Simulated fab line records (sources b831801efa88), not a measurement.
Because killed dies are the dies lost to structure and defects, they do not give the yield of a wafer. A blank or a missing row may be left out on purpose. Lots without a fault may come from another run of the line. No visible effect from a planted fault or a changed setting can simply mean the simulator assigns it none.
Matching of chambers + flow sky130 + SKY_LI_CONTACT_CMP_24 on cmp-02 has 4 sister chambers
The step polishes, stops on PSG, t overpolish 20 s, target thk 0 nm. 8 wafers are shown with their chamber, then 11 later ones without.

WAFERS PAIRED WITH THEIR CHAMBERS
| wafer  | chamber | motorCurrentA (A) | timeToEndpointS (s) |
|--------|---------|-------------------|---------------------|
| L085.5 | 1       | 9.5               | 93                  |
| L092.2 | 3       | 12.1              | 99                  |
| L092.3 | 1       | 9.4               | 90                  |
| L092.4 | 2       | 10.7              | 98                  |
| L091.1 | 0       | 10.5              | 91                  |
| L091.3 | 3       | 11.6              | 102                 |
| L091.6 | 0       | 10.2              | 92                  |
| L094.1 | 2       | 10.6              | 103                 |

WAFERS WHOSE CHAMBER IS MISSING
| wafer  | motorCurrentA (A) | timeToEndpointS (s) |
|--------|-------------------|---------------------|
| L094.3 | 11.6              | 102                 |
| L094.5 | 10.4              | 93                  |
| L096.2 | 12.0              | 99                  |
| L096.4 | 9.3               | 87                  |
| L096.5 | 12.6              | 101                 |
| L095.3 | 9.4               | 95                  |
| L095.4 | 11.7              | 100                 |
| L095.5 | 9.9               | 90                  |
| L097.1 | 9.1               | 92                  |
| L097.3 | 10.6              | 102                 |
| L097.6 | 9.8               | 90                  |

WHICH CHAMBER EACH WENT THROUGH
| wafer  | from the rows above     | in truth |
|--------|-------------------------|----------|
| L094.3 | 3                       | 3        |
| L094.5 | 0                       | 0        |
| L096.2 | 3                       | 3        |
| L096.4 | 1                       | 1        |
| L096.5 | 3                       | 3        |
| L095.3 | 1                       | 1        |
| L095.4 | 3                       | 3        |
| L095.5 | can't be placed: 0 or 1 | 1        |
| L097.1 | 1                       | 1        |
| L097.3 | 2                       | 2        |
| L097.6 | can't be placed: 1 or 0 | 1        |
Correctly placed: 9 of 11. Unplaceable from these rows: 2, with the true chamber sitting among the candidates in 2. Placed wrongly: 0.
How it was worked out, from the rows above alone: a wafer's distance from a chamber is the root of the sum, over the readings, of the square of ((its reading less the chamber's mean) divided by the reading's scatter). If the next closest chamber is less than 2 further off than the closest, the wafer can't be placed; otherwise it belongs to the closest. A chamber's mean is the mean of its shown wafers. How the scatter is found: for the shown wafers, subtract from each reading the mean of its chamber, square and add these, divide the total by (wafers less chambers), then take the root.
